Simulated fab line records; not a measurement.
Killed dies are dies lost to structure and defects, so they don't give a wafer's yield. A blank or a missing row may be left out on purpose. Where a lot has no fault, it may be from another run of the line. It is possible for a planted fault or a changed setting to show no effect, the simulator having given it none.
Which tool was responsible? + flow sky130 + 39 wafers from 13 lots sampled at 4 of the route's 708 steps

## WHAT THE GAUGES READ, wafer by wafer
SKY_VT_ADJUST_HVTP_CD_MEAS_07: target cd 380 nm. Usual: cd-nm reads 380.5 nm (standard deviation 2.4).
| lot  | measured     | on        | cd-nm (nm)        | flag |
|------|--------------|-----------|-------------------|------|
| L990 | day 6 06:35  | cd-sem-02 | 384.2 383.5 382.3 |      |
| L991 | day 6 20:06  | cd-sem-01 | 380.8 377.3 378.6 |      |
| L993 | day 7 04:22  | cd-sem-01 | 381.8 381.0 382.2 |      |
| L992 | day 7 04:38  | cd-sem-02 | 378.8 381.6 381.4 |      |
| L994 | day 7 11:16  | cd-sem-02 | 378.8 380.0 382.0 |      |
| L999 | day 8 11:43  | cd-sem-02 | - - -             | OFF  |
| L107 | day 10 10:50 | cd-sem-01 | 379.9 378.1 377.0 |      |
| L108 | day 10 18:25 | cd-sem-01 | 378.1 379.2 377.0 |      |
| L109 | day 11 01:32 | cd-sem-01 | 379.5 378.6 381.9 |      |
| L110 | day 11 10:17 | cd-sem-02 | 384.5 386.7 387.7 |      |
| L111 | day 11 13:20 | cd-sem-02 | 380.1 379.8 379.2 |      |
| L112 | day 11 23:40 | cd-sem-02 | 378.3 378.7 380.3 |      |
| L113 | day 12 06:36 | cd-sem-02 | 376.7 377.6 376.5 |      |

SKY_VT_ADJUST_HVTP_TW_MEAS_11. Usual: for VT_ADJUST_HVTP_TW the level is 1338 and the standard deviation is 6.
| lot  | measured     | on            | VT_ADJUST_HVTP_TW | flag |
|------|--------------|---------------|-------------------|------|
| L990 | day 6 06:58  | film-metro-01 | 1341 1343 1335    |      |
| L991 | day 6 20:30  | film-metro-04 | 1338 1339 1340    |      |
| L993 | day 7 04:45  | film-metro-02 | 1346 1337 1341    |      |
| L992 | day 7 05:02  | film-metro-02 | 1338 1339 1345    |      |
| L994 | day 7 11:59  | film-metro-02 | 1335 1341 1337    |      |
| L999 | day 8 12:07  | film-metro-01 | 30 29 30          | OFF  |
| L107 | day 10 11:20 | film-metro-02 | 1339 1340 1344    |      |
| L108 | day 10 18:48 | film-metro-04 | 1348 1355 1341    |      |
| L109 | day 11 01:56 | film-metro-04 | 1325 1329 1324    |      |
| L110 | day 11 10:42 | film-metro-02 | 1337 1335 1338    |      |
| L111 | day 11 13:44 | film-metro-01 | 1340 1339 1336    |      |
| L112 | day 12 00:04 | film-metro-04 | 1340 1345 1342    |      |
| L113 | day 12 06:59 | film-metro-04 | 1343 1336 1335    |      |

SKY_VT_ADJUST_LVTN_TW_MEAS_21. Usual: for VT_ADJUST_LVTN_2_TW the level is 186.0 and the standard deviation is 0.94.
| lot  | measured     | on            | VT_ADJUST_LVTN_2_TW  | flag |
|------|--------------|---------------|----------------------|------|
| L990 | day 7 22:31  | film-metro-04 | 185.4 186.2 185.9    |      |
| L991 | day 8 12:11  | film-metro-03 | 184.9 186.6 185.5    |      |
| L993 | day 8 21:34  | film-metro-04 | 186.9 186.1 186.1    |      |
| L992 | day 8 21:52  | film-metro-02 | 186.1 186.5 185.0    |      |
| L994 | day 9 04:58  | film-metro-03 | 185.9 186.5 186.6    |      |
| L999 | day 10 07:39 | film-metro-04 | 1352.6 1344.8 1352.1 | OFF  |
| L107 | day 12 10:32 | film-metro-02 | 184.7 185.2 185.1    |      |
| L108 | day 12 18:12 | film-metro-03 | 185.5 187.0 187.3    |      |
| L109 | day 13 02:25 | film-metro-02 | 185.7 186.0 185.5    |      |
| L110 | day 13 12:08 | film-metro-04 | 186.5 186.5 187.1    |      |
| L111 | day 13 14:59 | film-metro-02 | 185.1 185.4 184.9    |      |
| L112 | day 14 01:58 | film-metro-04 | 185.8 184.8 185.7    |      |
| L113 | day 14 08:01 | film-metro-02 | 186.3 186.4 186.4    |      |

## EACH LOT AND THE TOOL THAT RAN IT (in order: tool; ch and the chambers of the sampled wafers; start)
| lot  | SKY_VT_ADJUST_HVTP_EXPOSE_04        |
|------|-------------------------------------|
| L990 | iline-stepper-01 ch 0, day 5 20:52  |
| L991 | iline-stepper-02 ch 0, day 6 10:19  |
| L993 | iline-stepper-02 ch 0, day 6 18:28  |
| L992 | iline-stepper-02 ch 0, day 6 18:40  |
| L994 | iline-stepper-01 ch 0, day 7 02:16  |
| L999 | iline-stepper-01 ch 0, day 8 01:43  |
| L107 | iline-stepper-01 ch 0, day 9 23:58  |
| L108 | iline-stepper-02 ch 0, day 10 07:14 |
| L109 | iline-stepper-01 ch 0, day 10 13:53 |
| L110 | iline-stepper-01 ch 0, day 10 23:20 |
| L111 | iline-stepper-01 ch 0, day 11 02:42 |
| L112 | iline-stepper-01 ch 0, day 11 11:13 |
| L113 | iline-stepper-02 ch 0, day 11 18:36 |
- SKY_VT_ADJUST_HVTP_EXPOSE_04: exposes mask HVTPM, target cd 380 nm.

## AS READ BY THE TOOLS THEMSELVES (means over the sampled wafers that have a number; for cases with no such wafer, the mark the record gives instead)
The record holds no such reading with a usual standard deviation.

## THE ANSWER, worked out from the rows above alone
Rule: lot off if the mean of its wafers having a number is beyond 3 standard deviations from the usual mean. A lot without any number at a reading at which 4 lots or more have one is off too. The other lots that the step has rows for count as sound. Order of review: gauges by route order, followed by the tools' own readings, for which a lot's mean as printed above is used. The first step at which some lot is off is used, and at that step the reading that is off furthest; a lot without a number counts as furthest.
Off: L999, at SKY_VT_ADJUST_HVTP_CD_MEAS_07 (cd-nm). Without a number there: L999.
A tool fits if, at a process step before that reading, it ran every lot that is off, and no sound lot after the first of them. Not tried: the gauges at SKY_VT_ADJUST_HVTP_CD_MEAS_07; whatever is off there is also off at SKY_VT_ADJUST_HVTP_TW_MEAS_11, on other tools, and gauge error can't account for it. No candidate that was tried fits.

## WHAT THE SIMULATOR HAD PUT IN
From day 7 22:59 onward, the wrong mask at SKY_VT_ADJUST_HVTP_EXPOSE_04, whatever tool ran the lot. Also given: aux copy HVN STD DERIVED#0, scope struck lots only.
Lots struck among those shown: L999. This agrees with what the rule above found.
